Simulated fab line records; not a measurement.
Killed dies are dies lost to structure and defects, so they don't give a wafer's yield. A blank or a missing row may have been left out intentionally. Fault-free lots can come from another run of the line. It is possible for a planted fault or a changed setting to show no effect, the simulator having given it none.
fab line records	flow sky130
[record] lots = 7	wafers = 21	last-day = 50
route steps=708 shown METAL3@568 VIA3@573 PAD_OPEN@708
lots that met no fault: from a run of the same line without faults
start-h: hours from the record's first day to the start of the lot's first wafer shown	wait-h: hours from the lot's prior step to this one	" the same as in the row above	L1.1+2: a single row standing in for several wafers	- no value, or no start given	* or withheld: withheld	< > ~ a bound
route shown NAME@n: a module of which the file shows steps, and the number in the route of the first	usual: mean/standard deviation of fault-free wafers	same: alike in all rows	chamber/n: place in a boat	sites: each site's reading	_std_site: how widely they spread, as a standard deviation	_edge_site: the outer-site mean with the inner-site mean subtracted	radius-mm: how far each site lies from the wafer's centre	mask NAME#n: copy n	behind: the tool/chamber that last shaped the wafer	hold: cause of the lot's hold/its duration in hours/its outcome	device: names the non-switching transistor (n, p or np)	end of line: at the end of the route, the tests of the same wafers	step lacking rows: just its recipe	killed: dies lost to structure and defects at the first sort, not the wafer's yield	map: dies across one wafer; x = killed, . = not, _ = none there
set.NAME: the run value of the setting; set.NAME@STEP: its run value at that earlier step	model.NAME: the simulator's own value behind a step, which no gauge read
lots at some steps of the route; a table a step, a row a wafer
services: when a tool's chamber went out of use (start-h, in hours from the record's first day, below 0 if earlier), for how many hours, and the reason
[[steps]]
[step SKY_METAL3_METAL_ETCH_18]
[recipe] target-depth-a = 8450	stop-on = SiO2	over-etch-frac = 0.3	time-s = 183.1	chemistry = Cl2/BCl3	resist-sidewall-deg = 88	pressure-mtorr = 10	icp-w = 900	bias-w = 48.5	Cl2_flow_sccm = 60	bcl3-flow-sccm = 30
[usual] drypump-motor-current-A = 5.7/0.37	oes-product-au = 0.865/0.0077	throttle-valve-pct = 22.264/0.0091
lot.wafer	tool	chamber	start-h	wait-h	drypump-motor-current-A	oes-product-au	rf-hours-counter-h	throttle-valve-pct
L238.2	rie-metal-01	0	990.73	0.0	5.9	0.873	4	22.254
L238.4	"	1	"	"	5.1	0.873	-	22.271
L238.5	"	1	"	"	5.0	0.875	-	22.261
L239.2	rie-metal-01	1	1006.13	0.0	5.1	0.878	18	22.263
L239.3	"	1	"	"	5.1	0.863	-	22.260
L239.6	"	1	"	"	5.1	0.866	-	22.260
L240.3	rie-metal-02	1	1010.09	0.1	5.8	0.862	-	22.249
L240.4	"	0	"	"	5.5	0.859	-	22.248
L240.5	"	0	"	"	5.5	0.870	-	22.265
L241.1	rie-metal-01	0	1014.38	0.0	5.9	0.866	5	22.263
L241.4	"	1	"	"	5.1	0.868	-	22.261
L241.6	"	1	"	"	5.1	0.867	-	22.272
L242.3	rie-metal-04	0	1019.47	0.1	6.1	0.864	-	22.267
L242.4	"	1	"	"	6.4	0.870	-	22.280
L242.6	"	0	"	"	6.1	0.870	-	22.272
L246.3	rie-metal-02	0	1044.00	0.1	5.5	0.863	-	22.271
L246.4	"	1	"	"	5.8	0.859	-	22.274
L246.5	"	1	"	"	5.8	0.863	-	22.278
L248.2	rie-metal-01	1	1069.98	0.0	5.1	0.858	24	22.270
L248.4	"	1	"	"	5.1	0.857	-	22.268
L248.6	"	0	"	"	5.9	0.861	-	22.277
[step SKY_METAL3_STRIP_19]
[recipe] chemistry = O2/N2	power-w = 1400	pressure-mtorr = 1500	platen-temp-c = withheld	o2-flow-sccm = 3000	n2-flow-sccm = 300	overash-fraction = 0.5
[usual] drypump-motor-current-A = 5.9/0.3	oes-product-au = 0.502/0.0067	strip-time-to-endpoint-s = 6.54/0.12
lot.wafer	tool	chamber	start-h	wait-h	drypump-motor-current-A	oes-product-au	rf-hours-counter-h	strip-time-to-endpoint-s
L238.2	plasma-asher-02	1	990.91	0.1	5.5	0.501	115	6.56
L238.4	"	0	"	"	5.8	0.500	-	6.49
L238.5	"	0	"	"	5.9	0.507	-	6.52
L239.2	plasma-asher-02	1	1006.31	0.1	5.5	0.505	116	6.47
L239.3	"	0	"	"	5.8	0.505	-	6.46
L239.6	"	1	"	"	5.5	0.492	-	6.40
L240.3	plasma-asher-02	0	1010.24	0.1	5.8	0.511	-	6.69
L240.4	"	1	"	"	5.5	0.500	-	6.43
L240.5	"	1	"	"	5.4	0.495	-	6.45
L241.1	plasma-asher-03	1	1014.56	0.1	6.5	0.504	92	6.50
L241.4	"	1	"	"	6.6	0.502	-	6.45
L241.6	"	0	"	"	5.9	0.489	-	6.42
L242.3	plasma-asher-03	1	1019.62	0.1	6.5	0.503	-	6.55
L242.4	"	0	"	"	5.9	0.506	-	6.79
L242.6	"	1	"	"	6.5	0.510	-	6.64
L246.3	plasma-asher-02	0	1044.15	0.1	5.8	0.508	-	6.43
L246.4	"	1	"	"	5.4	0.505	-	6.64
L246.5	"	0	"	"	5.8	0.516	-	6.68
L248.2	plasma-asher-04	1	1070.16	0.1	6.1	0.489	33	6.29
L248.4	"	0	"	"	6.1	0.501	-	6.34
L248.6	"	1	"	"	6.0	0.504	-	6.42
[step SKY_METAL3_STRIP_20]
[recipe] chemistry = post-etch-residue-remover	time-s = 1200	temp-c = 72.5
[step SKY_METAL3_CLEAN_21]
[recipe] chemistry = IPA	time-s = 180	temp-c = 25
[step SKY_METAL3_CLEAN_22]
[recipe] chemistry = O3/DIW	dry = n2-spin
[step SKY_VIA3_HDPCVD_00]
[recipe] material = SiO2	target-thk-nm = 1635	sigma-open-frac = 0.3	time-s = 272.5	temp-c = 400	sih4-flow-sccm = 60	pressure-mtorr = 6
[step SKY_VIA3_THK_MEAS_01]
[recipe] reads = SiO2_of_VIA3_HDPCVD_00
[usual] VIA3_HDPCVD_THK = 1630/18
lot.wafer	tool	chamber	start-h	wait-h	VIA3_HDPCVD_THK[nm]
L238.2	film-metro-04	-	991.68	0.1	1659
L238.4	"	-	"	"	1632
L238.5	"	-	"	"	1659
L239.2	film-metro-03	-	1007.09	0.1	1644
L239.3	"	-	"	"	1632
L239.6	"	-	"	"	1640
L240.3	film-metro-04	-	1011.00	0.1	1624
L240.4	"	-	"	"	1654
L240.5	"	-	"	"	1646
L241.1	film-metro-04	-	1015.44	0.1	1656
L241.4	"	-	"	"	1645
L241.6	"	-	"	"	1620
L242.3	film-metro-01	-	1020.40	0.1	1623
L242.4	"	-	"	"	1651
L242.6	"	-	"	"	1627
L246.3	film-metro-04	-	1044.89	0.1	1640
L246.4	"	-	"	"	1614
L246.5	"	-	"	"	1628
L248.2	film-metro-01	-	1070.93	0.1	1628
L248.4	"	-	"	"	1618
L248.6	"	-	"	"	1602
[step SKY_VIA3_CMP_02]
[recipe] material = SiO2	down-force-psi = 4	platen-rpm = 60	pad-velocity-m-s = 0.94248
[usual] motor-current-A = 11.5/1.3
lot.wafer	tool	chamber	start-h	wait-h	motor-current-A
L238.2	cmp-02	1	991.83	0.1	11.6
L238.4	"	2	"	"	10.2
L238.5	"	0	"	"	12.8
L239.2	cmp-02	0	1007.14	0.0	13.0
L239.3	"	1	"	"	11.4
L239.6	"	0	"	"	12.9
L240.4	cmp-01	3	1011.17	0.2	11.5
L240.3	"	1	"	"	11.5
L240.5	"	3	"	"	12.5
L241.4	cmp-02	3	1015.55	0.1	10.4
L241.1	"	1	"	"	11.4
L241.6	"	2	"	"	10.7
L242.3	cmp-02	1	1020.44	0.0	11.6
L242.4	"	0	"	"	13.3
L242.6	"	2	"	"	11.2
L246.4	cmp-02	2	1045.03	0.1	10.5
L246.3	"	3	"	"	9.5
L246.5	"	1	"	"	11.3
L248.4	cmp-02	2	1071.03	0.1	10.4
L248.2	"	3	"	"	9.7
L248.6	"	1	"	"	11.3
[step SKY_VIA3_BOW_MEAS_03]
[recipe] mode = bow
[usual] VIA3_BOW = 82/7.6
lot.wafer	tool	chamber	start-h	wait-h	VIA3_BOW[um]
L238.2	film-metro-01	-	992.05	0.2	97
L238.4	"	-	"	"	83
L238.5	"	-	"	"	86
L239.2	film-metro-03	-	1007.46	0.3	76
L239.3	"	-	"	"	77
L239.6	"	-	"	"	80
L240.3	film-metro-01	-	1011.51	0.2	82
L240.4	"	-	"	"	80
L240.5	"	-	"	"	95
L241.1	film-metro-04	-	1015.80	0.1	78
L241.4	"	-	"	"	70
L241.6	"	-	"	"	76
L242.3	film-metro-04	-	1020.78	0.3	77
L242.4	"	-	"	"	69
L242.6	"	-	"	"	82
L246.3	film-metro-04	-	1045.27	0.1	73
L246.4	"	-	"	"	82
L246.5	"	-	"	"	82
L248.2	film-metro-04	-	1071.30	0.2	85
L248.4	"	-	"	"	71
L248.6	"	-	"	"	77
[step SKY_VIA3_DEHYDRATE_04]
[recipe] temp-c = 200	time-s = 60
[step SKY_VIA3_HMDS_05]
[recipe] prime-time-s = 60	prime-temp-c = 120
[step SKY_VIA3_COAT_06]
[recipe] resist = BARC	temp-c = withheld	time-s = withheld	spin-rpm = 3000	resist-thk-nm = 60
[step SKY_VIA3_COAT_07]
[recipe] resist = KrF-thick	spin-rpm = 3000	resist-thk-nm = 450
[usual] exhaust-pa = 45.0/0.9	spin-speed-rpm = 3000.2/2.5
lot.wafer	tool	chamber	start-h	wait-h	exhaust-pa	spin-speed-rpm	model.KrF-thick_of_VIA3_COAT_07.thk-nm
L238.2	litho-track-02	0	1003	-	45.3	3000.8	452.3
L238.4	"	0	1004	-	44.7	3002.3	453.2
L238.5	"	0	"	"	45.3	3004.8	453.3
L239.2	litho-track-04	0	1018	-	45.0	3001.7	452.2
L239.3	"	0	"	"	46.3	2997.3	452.6
L239.6	"	0	"	"	44.9	3001.8	453.6
L240.3	litho-track-04	0	1022	-	45.0	3756.2	402.9
L240.4	"	0	1023	-	45.6	3758.1	402
L240.5	"	0	"	"	44.3	3760.0	402.5
L241.1	litho-track-03	0	1027	-	45.2	2999.0	448.6
L241.4	"	0	"	"	44.9	3000.2	448.1
L241.6	"	0	"	"	43.3	2997.7	448.4
L242.3	litho-track-04	0	1032	-	45.5	3754.9	401.8
L242.4	"	0	"	"	44.8	3753.3	400.7
L242.6	"	0	"	"	45.0	3752.7	400.1
L246.3	litho-track-04	0	1055	-	43.6	3757.7	401.7
L246.4	"	0	1056	-	45.3	3755.9	401.1
L246.5	"	0	"	"	44.6	3755.7	400.3
L248.2	litho-track-02	0	1081	-	45.2	2996.2	448.2
L248.4	"	0	1082	-	45.8	3003.2	448.9
L248.6	"	0	"	"	46.2	3004.1	449.8
[step SKY_VIA3_SOFTBAKE_08]
[recipe] temp-c = 100	time-s = 90	resist = KrF-thick
[step SKY_VIA3_EXPOSE_09]
[recipe] mask-id = VIM3	na = 0.8	source-shape = annular	sigma-inner = 0.55	sigma-outer = 0.85	target-cd-nm = 200	dose-mj = 38
[step SKY_VIA3_PEB_10]
[recipe] peb-temp-c = withheld	peb-time-s = withheld	resist = KrF-thick
[step SKY_VIA3_DEVELOP_11]
[recipe] develop-time-s = 60	resist = KrF-thick	dev-temp-c = 21
[step SKY_VIA3_CD_MEAS_12]
[recipe] target-cd-nm = 200
[usual] cd-nm = 199.7/1.3
lot.wafer	tool	chamber	start-h	wait-h	cd-nm
L238.2	cd-sem-01	-	1015.30	-	200.8
L238.4	"	-	"	"	199.7
L238.5	"	-	"	"	199.9
L239.2	cd-sem-01	-	1030.19	-	199.6
L239.3	"	-	"	"	198.6
L239.6	"	-	"	"	199.6
L240.3	cd-sem-02	-	1035.25	-	200.8
L240.4	"	-	"	"	200.7
L240.5	"	-	"	"	200.3
L241.1	cd-sem-01	-	1039.33	-	200.2
L241.4	"	-	"	"	200.4
L241.6	"	-	"	"	202.1
L242.3	cd-sem-02	-	1043.32	-	202.2
L242.4	"	-	"	"	202.3
L242.6	"	-	"	"	204.2
L246.3	cd-sem-01	-	1066.65	-	201.2
L246.4	"	-	"	"	200.2
L246.5	"	-	"	"	201.5
L248.2	cd-sem-02	-	1091.88	-	201.5
L248.4	"	-	"	"	201.0
L248.6	"	-	"	"	198.7
[step SKY_VIA3_OVL_MEAS_13]
[usual] VIA3_OVL = -2/5.5
lot.wafer	tool	chamber	start-h	wait-h	VIA3_OVL[nm]
L238.2	overlay-02	-	1015.41	0.1	-3
L238.4	"	-	"	"	-7
L238.5	"	-	"	"	-3
L239.2	overlay-02	-	1030.30	0.1	-9
L239.3	"	-	"	"	-9
L239.6	"	-	"	"	-6
L240.3	overlay-01	-	1035.35	0.1	-6
L240.4	"	-	"	"	-3
L240.5	"	-	"	"	1
L241.1	overlay-02	-	1039.45	0.1	-3
L241.4	"	-	"	"	-8
L241.6	"	-	"	"	-5
L242.3	overlay-02	-	1043.41	0.1	-2
L242.4	"	-	"	"	5
L242.6	"	-	"	"	5
L246.3	overlay-02	-	1066.75	0.1	4
L246.4	"	-	"	"	3
L246.5	"	-	"	"	4
L248.2	overlay-02	-	1091.99	0.1	-12
L248.4	"	-	"	"	-5
L248.6	"	-	"	"	-7
[step SKY_VIA3_ETCH_14]
[recipe] chemistry = N2/H2	target = BARC	ion-energy-ev = 200	source-w = 500	bias-w = 100	pressure-mtorr = 30	n2-flow-sccm = 100	h2-flow-sccm = 200	stop-on = SiO2	time-s = 45.9	target-depth-a = 600
[usual] drypump-motor-current-A = 5.7/0.51	h2-flow-sccm = 200.0/0.6	oes-product-au = 0.855/0.0053	throttle-valve-pct = 13.225/0.009
lot.wafer	tool	chamber	start-h	wait-h	drypump-motor-current-A	h2-flow-sccm	oes-product-au	rf-hours-counter-h	throttle-valve-pct
L238.2	rie-diel-04	2	1015.44	0.0	5.3	200.5	0.853	7	13.213
L238.4	"	1	"	"	6.2	200.5	0.867	13	13.228
L238.5	"	0	"	"	5.5	199.2	0.858	-	13.219
L239.2	rie-diel-03	3	1030.33	0.0	6.5	199.7	0.864	3	13.227
L239.3	"	0	"	"	5.6	200.8	0.856	18	13.225
L239.6	"	0	"	"	5.6	200.3	0.863	-	13.237
L240.3	rie-diel-02	2	1035.37	0.0	5.2	199.5	0.858	12	13.220
L240.4	"	0	"	"	5.2	199.3	0.853	20	13.209
L240.5	"	0	"	"	5.2	200.0	0.857	-	13.221
L241.1	rie-diel-03	3	1039.49	0.0	6.5	199.7	0.854	3	13.232
L241.4	"	2	"	"	4.8	198.9	0.852	22	13.240
L241.6	"	3	"	"	6.5	199.4	0.856	-	13.219
L242.3	rie-diel-04	0	1043.44	0.0	5.5	199.1	0.856	18	13.212
L242.4	"	1	"	"	6.2	199.6	0.852	14	13.230
L242.6	"	1	"	"	6.2	200.4	0.858	-	13.213
L246.3	rie-diel-04	2	1066.77	0.0	5.4	199.7	0.853	9	13.224
L246.4	"	1	"	"	6.2	198.9	0.859	14	13.234
L246.5	"	0	"	"	5.5	199.8	0.866	-	13.219
L248.2	rie-diel-04	3	1092.02	0.0	6.1	200.5	0.845	21	13.230
L248.4	"	0	"	"	5.5	199.4	0.849	20	13.219
L248.6	"	1	"	"	6.2	200.6	0.855	-	13.220
[step SKY_VIA3_ETCH_15]
[recipe] target = SiO2	chemistry = C4F8/O2/Ar	target-depth-nm = 507	stop-on = TiN	mask-material = KrF-thick	source-w = 1500	bias-w = 1200	pressure-mtorr = 40	c4f8-flow-sccm = withheld	O2_flow_sccm = 6	Ar_flow_sccm = 300	time-s = 78
[usual] oes-product-au = 0.946/0.0046
lot.wafer	tool	chamber	start-h	wait-h	oes-product-au	model.KrF-thick_of_VIA3_COAT_07.thk-nm
L238.2	rie-diel-04	2	1015.48	0.0	0.950	288.3
L238.4	"	1	"	"	0.944	295.2
L238.5	"	0	"	"	0.946	290.8
L239.2	rie-diel-03	3	1030.37	0.0	0.941	295.1
L239.3	"	0	"	"	0.954	293.3
L239.6	"	0	"	"	0.943	292.9
L240.3	rie-diel-02	2	1035.41	0.0	0.949	243.2
L240.4	"	0	"	"	0.946	241
L240.5	"	0	"	"	0.945	241.7
L241.1	rie-diel-03	3	1039.53	0.0	0.940	292.3
L241.4	"	2	"	"	0.948	288.8
L241.6	"	3	"	"	0.947	292
L242.3	rie-diel-04	0	1043.48	0.0	0.942	241.5
L242.4	"	1	"	"	0.938	243.3
L242.6	"	1	"	"	0.944	242.1
L246.3	rie-diel-04	2	1066.81	0.0	0.945	241.5
L246.4	"	1	"	"	0.946	245.1
L246.5	"	0	"	"	0.946	241
L248.2	rie-diel-04	3	1092.06	0.0	0.943	289.4
L248.4	"	0	"	"	0.947	289.6
L248.6	"	1	"	"	0.937	290.4
[step SKY_VIA3_STRIP_16]
[recipe] chemistry = O2/N2	power-w = 1400	pressure-mtorr = 1500	platen-temp-c = withheld	o2-flow-sccm = 3000	n2-flow-sccm = 300	overash-fraction = 0.5
[usual] drypump-motor-current-A = 5.6/0.36	oes-product-au = 0.402/0.005	strip-time-to-endpoint-s = 4.127/0.027
lot.wafer	tool	chamber	start-h	wait-h	drypump-motor-current-A	oes-product-au	rf-hours-counter-h	strip-time-to-endpoint-s
L238.2	plasma-asher-04	1	1015.54	0.0	6.0	0.405	27	4.112
L238.4	"	1	"	"	6.1	0.398	-	4.168
L238.5	"	1	"	"	6.1	0.403	-	4.132
L239.2	plasma-asher-01	0	1030.43	0.0	5.2	0.409	59	4.185
L239.3	"	1	"	"	5.2	0.397	-	4.157
L239.6	"	0	"	"	5.2	0.399	-	4.166
L240.3	plasma-asher-01	1	1035.50	0.1	5.2	0.377	-	3.634
L240.4	"	0	"	"	5.2	0.390	-	3.598
L240.5	"	0	"	"	5.2	0.380	-	3.601
L241.1	plasma-asher-02	1	1039.59	0.0	5.5	0.410	119	4.130
L241.4	"	1	"	"	5.5	0.392	-	4.096
L241.6	"	0	"	"	5.8	0.408	-	4.136
L242.3	plasma-asher-02	0	1043.57	0.1	5.9	0.379	-	3.602
L242.4	"	1	"	"	5.5	0.383	-	3.609
L242.6	"	0	"	"	5.9	0.385	-	3.609
L246.3	plasma-asher-04	1	1066.91	0.1	6.0	0.375	-	3.607
L246.4	"	0	"	"	6.0	0.376	-	3.632
L246.5	"	1	"	"	6.0	0.376	-	3.607
L248.2	plasma-asher-01	1	1092.12	0.0	5.2	0.399	66	4.118
L248.4	"	0	"	"	5.2	0.406	-	4.110
L248.6	"	0	"	"	5.2	0.402	-	4.124
[step SKY_VIA3_STRIP_17]
[recipe] chemistry = post-etch-residue-remover	time-s = 1200	temp-c = 72.5
[step SKY_PAD_OPEN_PROBE_99]
[usual] defect-limited-yield = 82.5/1.9	killed_at_M0_to_M3 = 42/6.9	killed_at_M4_up = 3.2/1.7	killed-at-contacts = 25/5.1	killed-at-front-end = 15/4.5	killed-at-other = 0.4/0.63	killed-dies = 86/9.3	killed-open = 46/7	killed-short = 39/6.9	sort_bin_3_pad_short = 0.9/0.45	sort_bin_5_function = 10.4/1.5	sort_bin_6_memory = 6.3/1.1	sort-n-pass = 406/9.3	sort-yield-pct = 82.5/1.9
[same] gross-dies = 492	killed-at-back-side = 0	sort_bin_4_leakage[%] = 0	sort_bin_8_speed[%] = 0
lot.wafer	tool	chamber	start-h	wait-h	defect-limited-yield[%]	killed_at_M0_to_M3	killed_at_M4_up	killed-at-contacts	killed-at-front-end	killed-at-other	killed-dies	killed-open	killed-short	sort_bin_3_pad_short[%]	sort_bin_5_function[%]	sort_bin_6_memory[%]	sort-n-pass	sort-yield-pct[%]
L238.2	prober-01	-	1149.68	0.1	84.6	32	4	25	13	2	76	39	37	1.0	8.9	5.5	416	84.6
L238.4	prober-01	-	1149.78	0.2	83.7	38	3	23	16	0	80	47	33	0.4	10.4	5.5	412	83.7
L238.5	prober-01	-	1149.83	0.2	83.7	42	2	23	12	1	80	47	33	0.2	9.6	6.5	412	83.7
L239.2	prober-01	-	1161.58	0.1	82.7	35	2	24	24	0	85	42	43	2.2	9.1	5.9	407	82.7
L239.3	prober-01	-	1161.63	0.2	82.3	36	4	27	20	0	87	43	44	1.4	11.0	5.3	405	82.3
L239.6	prober-01	-	1161.78	0.2	85.8	35	2	23	9	1	70	34	36	0.6	8.7	4.9	422	85.8
L242.4	prober-02	-	1171.87	0.2	82.9	46	1	22	15	0	84	55	29	0.6	11.8	4.7	408	82.9
L246.5	prober-02	-	1189.38	0.2	82.5	38	3	28	17	0	86	55	31	0.2	10.8	6.5	406	82.5
// killed by level:class
L238.2 VIA1:geometric-particle:open=11 CONTACT:geometric-particle:short=7 LI_CONTACT:geometric-particle:open=6 VIA3:geometric-particle:open=6 LOCAL_INTERCONNECT:geometric-particle:short=5 FIELD_ISO:geometric-particle:short=4 CONTACT:geometric-particle:open=4 VIA1:geometric-particle:short=4
L238.4 VIA1:geometric-particle:open=9 LI_CONTACT:geometric-particle:open=7 CONTACT:geometric-particle:open=7 FIELD_ISO:geometric-particle:open=6 VIA2:geometric-particle:open=6 FIELD_ISO:geometric-particle:short=5 LOCAL_INTERCONNECT:geometric-particle:short=5 VIA1:geometric-particle:short=5
L238.5 LI_CONTACT:geometric-particle:open=10 VIA1:geometric-particle:open=10 FIELD_ISO:geometric-particle:open=7 VIA1:geometric-particle:short=7 VIA3:geometric-particle:open=6 CONTACT:geometric-particle:open=5 CONTACT:geometric-particle:short=4 METAL1:geometric-particle:short=4
L239.2 VIA1:geometric-particle:short=8 FIELD_ISO:geometric-particle:short=7 CONTACT:geometric-particle:open=7 VIA1:geometric-particle:open=7 FIELD_ISO:geometric-particle:open=6 LI_CONTACT:geometric-particle:short=5 METAL1:geometric-particle:short=5 VIA3:geometric-particle:open=5
L239.3 CONTACT:geometric-particle:open=17 VIA1:geometric-particle:short=7 METAL2:geometric-particle:short=7 FIELD_ISO:geometric-particle:short=6 VIA1:geometric-particle:open=6 CONTACT:geometric-particle:short=5 POLY_GATE:geometric-particle:open=4 LI_CONTACT:geometric-particle:open=4
L239.6 CONTACT:geometric-particle:open=10 VIA2:geometric-particle:open=8 LI_CONTACT:geometric-particle:open=6 VIA1:geometric-particle:short=6 CONTACT:geometric-particle:short=5 METAL2:geometric-particle:short=5 VIA2:geometric-particle:short=5 METAL3:geometric-particle:short=4
L242.4 CONTACT:geometric-particle:open=10 VIA1:geometric-particle:open=10 FIELD_ISO:geometric-particle:open=9 METAL2:geometric-particle:short=9 LI_CONTACT:geometric-particle:open=7 VIA2:geometric-particle:open=7 METAL1:geometric-particle:short=5 CONTACT:geometric-particle:short=4
L246.5 VIA1:geometric-particle:open=15 CONTACT:geometric-particle:open=12 LI_CONTACT:geometric-particle:open=8 FIELD_ISO:geometric-particle:open=6 CONTACT:geometric-particle:short=6 VIA3:geometric-particle:open=5 POLY_GATE:geometric-particle:short=4 VIA1:geometric-particle:short=4
[[services]]
tool	chamber	start-h	hours	kind
cmp-02	-	967.68	1.8	repair
cmp-02	-	980.76	1.5	repair
rie-diel-04	3	985.38	8.4	repair
cmp-02	-	985.39	1.1	repair
cmp-02	-	990.02	0.4	repair
plasma-asher-03	-	990.17	1.4	repair
rie-metal-04	-	997.80	0.9	repair
plasma-asher-02	-	1010.55	5.3	repair
plasma-asher-02	-	1015.91	2.4	repair
rie-metal-01	0	1017.30	3.6	repair
cmp-01	-	1029.14	3.4	pm
rie-diel-04	1	1030.59	3.0	repair
plasma-asher-02	-	1046.43	1.7	repair
rie-metal-01	0	1048.92	16.9	repair
rie-diel-02	1	1052.08	57.6	repair
plasma-asher-02	-	1055.25	9.0	pm
cmp-01	-	1056.23	4.2	pm
cmp-01	-	1072.16	1.3	repair
plasma-asher-03	-	1073.49	0.9	repair
rie-diel-04	3	1073.49	4.2	repair
cmp-01	-	1079.40	2.4	repair
cmp-02	-	1084.20	4.0	pm
rie-metal-04	-	1084.23	0.6	repair
rie-diel-03	0	1088.33	5.5	repair
[[key]]
[first-sign] step = SKY_VIA3_COAT_07	reading = spin-speed-rpm	direction = up	sigmas = 99+	usual = 3000.2	struck = 3756.1
[effect] step = SKY_VIA3_CD_MEAS_12	reading = cd-nm	direction = up	sigmas = 1.3	usual = 199.7	struck = 201.5
[effect] step = SKY_VIA3_STRIP_16	reading = strip-time-to-endpoint-s	direction = down	sigmas = 19	usual = *	struck = *
[model-effect] step = SKY_VIA3_COAT_07	value = KrF-thick_of_VIA3_COAT_07.thk-nm	without = 449.2	struck = 401.4
[model-effect] step = SKY_VIA3_ETCH_15	value = KrF-thick_of_VIA3_COAT_07.thk-nm	without = 290	struck = 242.3
met-at SKY_VIA3_COAT_07
struck-wafers L240.3,L240.4,L240.5,L242.3,L242.4,L242.6,L246.3,L246.4,L246.5
onset-between 1018 1022
[fault] kind = process-parameter-drift	tool = litho-track-04	chamber = -	onset-h = 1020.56	steps = SKY_VIA3_COAT_07	channel = spin-rpm	offset = 755.54	shape = step	end-h = 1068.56	acts-in = these-recipes-only	stated = 3000
